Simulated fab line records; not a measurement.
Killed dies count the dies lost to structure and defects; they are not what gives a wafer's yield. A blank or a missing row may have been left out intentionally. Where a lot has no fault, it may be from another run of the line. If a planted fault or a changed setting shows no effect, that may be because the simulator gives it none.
Chamber matching / flow sky130 / pecvd-03 running SKY_CAP2M_CVD_00: 3 sister chambers
The step deposits SiO2, target thk 15.5 nm. 16 wafers are shown with their chamber, then 8 later ones without.

WAFERS PAIRED WITH THEIR CHAMBERS
wafer=L544.1; chamber=1; heater power w (W)=669
wafer=L544.2; chamber=0; heater power w (W)=786
wafer=L544.6; chamber=2; heater power w (W)=834
wafer=L547.1; chamber=1; heater power w (W)=598
wafer=L547.2; chamber=0; heater power w (W)=798
wafer=L547.3; chamber=2; heater power w (W)=904
wafer=L550.1; chamber=2; heater power w (W)=842
wafer=L550.2; chamber=0; heater power w (W)=644
wafer=L550.4; chamber=1; heater power w (W)=570
wafer=L551.2; chamber=0; heater power w (W)=713
wafer=L551.3; chamber=1; heater power w (W)=536
wafer=L551.5; chamber=1; heater power w (W)=523
wafer=L552.1; chamber=2; heater power w (W)=904
wafer=L552.2; chamber=0; heater power w (W)=752
wafer=L552.4; chamber=1; heater power w (W)=607
wafer=L556.2; chamber=2; heater power w (W)=850

SIGNATURES, as means of the wafers listed above
reading=heater power w; chamber 0=738.60; chamber 1=583.83; chamber 2=866.80; scatter within a chamber=51.5
Rule: for each reading, subtract the chamber's mean from the wafer's reading, divide by that reading's scatter and square the result; add these up over the readings and take the root, which gives the wafer's distance from the chamber. If the next closest chamber is less than 2 further off than the closest, the wafer can't be placed; otherwise it belongs to the closest. The scatter is the square root of a quotient: the sum, over the shown wafers, of each reading's squared deviation from its chamber's mean, divided by wafers minus chambers.

WAFERS MISSING THEIR CHAMBER
wafer=L556.3; heater power w (W)=624
wafer=L556.5; heater power w (W)=722
wafer=L563.1; heater power w (W)=666
wafer=L563.2; heater power w (W)=598
wafer=L563.5; heater power w (W)=623
wafer=L564.1; heater power w (W)=759
wafer=L564.2; heater power w (W)=684
wafer=L564.3; heater power w (W)=844

WHICH CHAMBER EACH ONE RAN IN
wafer=L556.3; from the rows above=can't be placed: 1 or 0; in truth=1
wafer=L556.5; from the rows above=0; in truth=0
wafer=L563.1; from the rows above=can't be placed: 0 or 1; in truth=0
wafer=L563.2; from the rows above=1; in truth=1
wafer=L563.5; from the rows above=can't be placed: 1 or 0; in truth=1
wafer=L564.1; from the rows above=can't be placed: 0 or 2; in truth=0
wafer=L564.2; from the rows above=can't be placed: 0 or 1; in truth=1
wafer=L564.3; from the rows above=can't be placed: 2 or 0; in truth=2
Placed correctly: 2 of 8. Can't be placed from these rows: 6 (the true chamber is among the candidates in 6). Wrongly placed: 0.
